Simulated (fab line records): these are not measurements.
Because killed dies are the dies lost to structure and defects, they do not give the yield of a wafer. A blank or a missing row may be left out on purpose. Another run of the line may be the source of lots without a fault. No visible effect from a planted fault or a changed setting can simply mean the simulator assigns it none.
Which tool is to blame? -- flow gf180mcu -- 24 lots with 72 wafers sampled at 6 steps, on a route of 602 steps

== WHAT THE GAUGES SHOWED, per wafer ==
GF_VT_IMPLANT_RS_MEAS_47: measurement is done with a four-point probe. Usual: NWELL_RS 487.0 ohm/sq, standard deviation 1.2.
lot,measured,on,NWELL_RS (ohm/sq),flag
L074,day 7 13:29,film_metro-04,486.6 486.6 486.2,
L075,day 7 21:04,film_metro-03,487.7 486.6 486.8,
L076,day 8 01:38,film_metro-03,487.0 487.5 486.8,
L077,day 8 10:53,film_metro-01,485.3 485.3 486.2,
L078,day 8 13:46,film_metro-01,487.7 486.8 487.6,
L079,day 8 23:31,film_metro-03,488.2 489.1 487.5,
L080,day 9 07:10,film_metro-03,486.1 484.2 485.9,
L081,day 9 10:23,film_metro-04,485.1 485.3 483.7,
L082,day 9 19:57,film_metro-04,488.5 487.3 490.4,
L083,day 10 01:43,film_metro-03,487.3 487.8 487.1,
L084,day 10 04:55,film_metro-03,488.0 487.0 486.5,
L085,day 10 14:49,film_metro-03,489.1 489.6 488.5,
L086,day 10 22:59,film_metro-03,487.5 488.5 488.6,
L087,day 11 11:13,film_metro-04,484.9 485.9 486.8,
L088,day 11 22:20,film_metro-03,486.4 487.9 485.7,
L089,day 12 00:53,film_metro-04,484.3 486.5 486.4,
L090,day 12 04:53,film_metro-04,488.4 487.1 487.2,
L091,day 12 09:20,film_metro-01,487.9 486.6 488.0,
L092,day 12 19:47,film_metro-04,488.5 486.2 486.9,
L093,day 13 01:14,film_metro-04,485.5 486.4 487.3,
L094,day 13 06:55,film_metro-03,486.9 485.6 485.9,
L095,day 13 09:22,film_metro-04,485.6 486.2 486.7,
L096,day 13 16:05,film_metro-04,487.3 487.3 487.2,
L097,day 14 00:50,film_metro-04,488.5 487.8 489.5,

GF_CONTACT_THK_MEAS_26: measures by xrf. Usual: CONTACT_W_THK 307 nm, standard deviation 6.7.
lot,measured,on,CONTACT_W_THK (nm),flag
L074,day 16 01:51,film_metro-04,298 299 300,
L075,day 16 13:22,film_metro-03,318 306 322,
L076,day 16 17:48,film_metro-03,310 308 306,
L077,day 17 05:25,film_metro-03,302 303 305,
L078,day 17 09:38,film_metro-04,298 299 298,
L079,day 17 21:21,film_metro-04,298 300 299,
L080,day 18 11:55,film_metro-01,310 305 306,
L081,day 18 16:17,film_metro-01,323 308 324,
L082,day 19 04:12,film_metro-03,309 307 305,
L083,day 19 10:14,film_metro-01,310 306 310,
L084,day 19 21:23,film_metro-01,303 305 303,
L085,day 20 05:31,film_metro-03,306 308 322,
L086,day 20 18:17,film_metro-04,301 302 301,
L087,day 21 07:15,film_metro-04,300 301 299,
L088,day 21 18:41,film_metro-03,320 319 319,
L089,day 22 00:18,film_metro-04,297 307 301,
L090,day 22 05:01,film_metro-03,309 307 308,
L091,day 22 09:48,film_metro-04,309 300 307,
L092,day 22 23:38,film_metro-04,299 298 294,
L093,day 23 02:54,film_metro-04,298 312 302,
L094,day 23 11:42,film_metro-03,317 303 319,
L095,day 23 16:03,film_metro-04,307 301 304,
L096,day 23 18:29,film_metro-01,313 310 312,
L097,day 24 05:02,film_metro-03,305 307 305,

GF_V1_RS_MEAS_24: measurement is done with a four-point probe. Usual: V1_W_RS 0.326 ohm/sq, standard deviation 0.0059.
lot,measured,on,V1_W_RS (ohm/sq),flag
L074,day 18 02:43,film_metro-02,0.326 0.326 0.332,
L075,day 18 14:00,film_metro-03,0.316 0.333 0.319,
L076,day 18 18:28,film_metro-01,0.313 0.324 0.314,
L077,day 19 07:26,film_metro-02,0.330 0.332 0.331,
L078,day 19 12:47,film_metro-03,0.319 0.327 0.327,
L079,day 20 00:03,film_metro-03,0.313 0.317 0.313,
L080,day 20 15:41,film_metro-02,0.332 0.330 0.329,
L081,day 20 18:50,film_metro-02,0.323 0.321 0.323,
L082,day 21 06:20,film_metro-01,0.333 0.331 0.328,
L083,day 21 12:36,film_metro-03,0.325 0.325 0.325,
L084,day 22 01:10,film_metro-01,0.328 0.323 0.332,
L085,day 22 07:44,film_metro-02,0.328 0.326 0.329,
L086,day 22 20:21,film_metro-03,0.329 0.335 0.327,
L087,day 23 09:06,film_metro-03,0.326 0.325 0.332,
L088,day 23 20:15,film_metro-02,0.330 0.328 0.330,
L089,day 24 00:47,film_metro-03,0.326 0.317 0.331,
L090,day 24 05:50,film_metro-03,0.334 0.318 0.334,
L091,day 24 10:33,film_metro-02,0.318 0.330 0.317,
L092,day 24 23:42,film_metro-02,0.333 0.329 0.329,
L093,day 25 02:49,film_metro-02,0.327 0.333 0.325,
L094,day 25 10:36,film_metro-03,0.328 0.328 0.325,
L095,day 25 16:01,film_metro-02,0.331 0.315 0.330,
L096,day 25 17:52,film_metro-03,0.331 0.316 0.330,
L097,day 26 03:56,film_metro-02,0.331 0.318 0.331,

GF_V3_THK_MEAS_03. Usual: V3_CVD_02_THK 853 nm, standard deviation 10.
lot,measured,on,V3_CVD_02_THK (nm),flag
L074,day 21 09:05,film_metro-01,841 846 855,
L075,day 21 18:56,film_metro-02,850 848 868,
L076,day 21 23:52,film_metro-01,843 846 865,
L077,day 22 12:53,film_metro-03,862 861 866,
L078,day 22 17:01,film_metro-02,848 844 844,
L079,day 23 04:35,film_metro-02,835 843 852,
L080,day 23 18:40,film_metro-03,846 854 856,
L081,day 23 22:36,film_metro-02,845 856 854,
L082,day 24 07:48,film_metro-02,843 856 859,
L083,day 24 14:13,film_metro-02,849 842 868,
L084,day 25 01:38,film_metro-01,853 858 865,
L085,day 25 07:46,film_metro-03,851 860 863,
L086,day 25 20:18,film_metro-01,860 880 868,
L087,day 26 08:01,film_metro-01,837 847 840,
L088,day 26 17:52,film_metro-02,841 852 848,
L089,day 26 22:35,film_metro-03,842 831 861,
L090,day 27 02:58,film_metro-01,844 849 852,
L091,day 27 06:25,film_metro-01,842 852 857,
L092,day 27 18:22,film_metro-02,848 846 859,
L093,day 27 22:23,film_metro-01,855 862 869,
L094,day 28 05:55,film_metro-02,841 845 855,
L095,day 28 10:18,film_metro-03,854 835 855,
L096,day 28 10:49,film_metro-01,845 835 853,
L097,day 28 21:07,film_metro-01,858 850 870,

GF_V3_BOW_MEAS_05. Usual: V3_BOW 115 um, standard deviation 8.7.
lot,measured,on,V3_BOW (um),flag
L074,day 21 09:28,film_metro-01,111 120 107,
L075,day 21 19:17,film_metro-03,128 115 122,
L076,day 22 00:13,film_metro-01,125 112 120,
L077,day 22 13:14,film_metro-01,122 119 123,
L078,day 22 17:23,film_metro-01,112 111 110,
L079,day 23 04:56,film_metro-01,108 124 122,
L080,day 23 19:02,film_metro-01,118 130 113,
L081,day 23 22:58,film_metro-02,110 117 102,
L082,day 24 08:10,film_metro-03,111 113 116,
L083,day 24 14:35,film_metro-02,106 131 127,
L084,day 25 02:01,film_metro-01,110 107 104,
L085,day 25 08:08,film_metro-01,118 113 118,
L086,day 25 20:40,film_metro-01,120 112 121,
L087,day 26 08:23,film_metro-01,112 121 103,
L088,day 26 18:14,film_metro-03,116 110 117,
L089,day 26 22:56,film_metro-02,100 118 113,
L090,day 27 03:37,film_metro-03,117 122 112,
L091,day 27 06:47,film_metro-03,120 121 133,
L092,day 27 18:44,film_metro-01,105 114 115,
L093,day 27 22:46,film_metro-03,113 115 108,
L094,day 28 06:17,film_metro-03,98 102 102,
L095,day 28 10:40,film_metro-03,125 118 125,
L096,day 28 11:11,film_metro-01,119 114 107,
L097,day 28 21:29,film_metro-01,105 108 105,

GF_V3_THK_MEAS_25: measures by xrf. Usual: V3_W_THK 362 nm, standard deviation 7.
lot,measured,on,V3_W_THK (nm),flag
L074,day 22 10:50,film_metro-03,360 358 360,
L075,day 22 19:49,film_metro-01,363 367 363,
L076,day 23 00:30,film_metro-02,377 368 366,
L077,day 23 12:58,film_metro-03,352 355 356,
L078,day 23 17:55,film_metro-01,361 363 362,
L079,day 24 04:46,film_metro-03,377 362 366,
L080,day 24 18:34,film_metro-01,363 374 375,
L081,day 24 22:30,film_metro-01,374 359 374,
L082,day 25 07:17,film_metro-02,363 361 366,
L083,day 25 13:36,film_metro-03,360 358 354,
L084,day 26 01:15,film_metro-03,352 351 358,
L085,day 26 06:57,film_metro-02,365 360 362,
L086,day 26 18:43,film_metro-02,355 359 354,
L087,day 27 06:28,film_metro-02,357 356 354,
L088,day 27 16:19,film_metro-02,352 359 364,
L089,day 27 20:14,film_metro-02,362 352 356,
L090,day 28 00:55,film_metro-03,381 366 372,
L091,day 28 04:07,film_metro-02,373 360 370,
L092,day 28 15:18,film_metro-02,357 360 358,
L093,day 28 18:32,film_metro-02,373 358 375,
L094,day 29 03:08,film_metro-02,363 367 366,
L095,day 29 06:50,film_metro-03,367 365 360,
L096,day 29 07:41,film_metro-02,362 358 358,
L097,day 29 17:42,film_metro-02,352 355 357,

== WHICH TOOL RAN EACH LOT (tool, then ch and the chambers of the sampled wafers, then the start) ==
No process step before these readings appears in the record.

== WHAT THE TOOLS THEMSELVES READ (means of the sampled wafers that have a number; where no wafer has one, the mark that the record gives instead) ==
The record holds no such reading with a usual standard deviation.

== THE ANSWER, worked out from the rows above alone ==
Rule: lot off if the mean of its wafers having a number is beyond 3 standard deviations from the usual mean. A lot without any number at a reading at which 4 lots or more have one is off too. The other lots that the step has rows for count as sound. The gauges are gone through in route order, then the tools' own readings, and for those a lot's mean is taken as printed above. At the first step where some lot is off, the reading lying furthest off is the one used; lots without a number count as furthest.
No lot is off at any reading shown: from this, nothing can be told.

== WHAT THE SIMULATOR HAD INSERTED ==
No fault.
